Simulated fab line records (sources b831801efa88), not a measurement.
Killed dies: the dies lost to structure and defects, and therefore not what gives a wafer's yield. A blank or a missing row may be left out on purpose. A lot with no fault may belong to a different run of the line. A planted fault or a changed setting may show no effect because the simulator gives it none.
Code-filled problem report in 8D (eight disciplines) form + flow gf180mcu + the parts of the form that need people (team, actions taken, sign-off) are left out

1. WHAT WENT WRONG
At GF_HV_LDD_HMDS_25, primeTempC averages 115.16 C over 6 wafers from 2 lots, while fault-free wafers read 119.99 C, standard deviation 0.13. That puts it -37 standard deviations away from the usual mean.
The step: prime time 60 s.
The first sign was on wafer L896.4 at day 16 21:01, on lithoTrack-03. Wafers with a number at this step in the record: 42, from 14 lots. By rule, "out" or "out of limits" means more than 4 standard deviations away from the usual mean. Any other wafer with a number is counted as sound.

2. WHAT THIS IS AND IS NOT
| question                    | is                     | is not                                                                 |
|-----------------------------|------------------------|------------------------------------------------------------------------|
| which readings at this step | primeTempC             | -                                                                      |
| which lots                  | L896, L897             | L878, L879, L881, L882, L883, L884, L885, L886, L887, L888, L893, L901 |
| which wafers of those lots  | all that have a number | -                                                                      |
| read on which tools         | lithoTrack-03          | lithoTrack-02, lithoTrack-04                                           |
| when                        | from day 16 21:01      | up to then (33 sound wafers); but 3 sound wafers of L901 came after    |

3. THE SUSPECTS, EACH WITH WHAT RULES IT OUT
Counting: any tool at a process step up to the reading is kept as a suspect provided that every lot that is out went through it and no sound lot did after the first of them.
- lithoTrack-03 at GF_HV_LDD_HMDS_25 (prime time 60 s): kept. Every lot that is out went through it, starting with L896 (day 16 21:01), and after that it ran no sound lot; the last sound lot it ran before then is L893 (day 16 02:01). Its own primeTempC readings are out on those wafers.
After counting, what remains is lithoTrack-03 at GF_HV_LDD_HMDS_25.

4. THE CAUSE (what the simulator had put in)
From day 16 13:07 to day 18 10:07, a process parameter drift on lithoTrack-03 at GF_HV_LDD_HMDS_25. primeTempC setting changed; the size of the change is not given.
The count eliminated every tool but this one.

5. THE CHAIN OF EFFECTS, in route order
Each row: a reading where the mean over the struck wafers with a number is more than 3 standard deviations away from the usual. Scope: only readings with a usual standard deviation given in the record; hours: median across lots of the time from each lot's start at the first step in this table that gives one to its start at this step; sigmas: change in usual standard deviations.
| hours | step              | reading    | usual    | on struck wafers | change | sigmas |
|-------|-------------------|------------|----------|------------------|--------|--------|
| 0     | GF_HV_LDD_HMDS_25 | primeTempC | 119.99 C | 115.16           | -4.83  | -37    |
Here are the process steps it includes:
- GF_HV_LDD_HMDS_25: prime time 60 s.

6. WHAT WOULD HAVE CAUGHT IT SOONER
In this record the first reading out of limits was taken at day 16 21:01, 8 hours after the fault began at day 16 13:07.
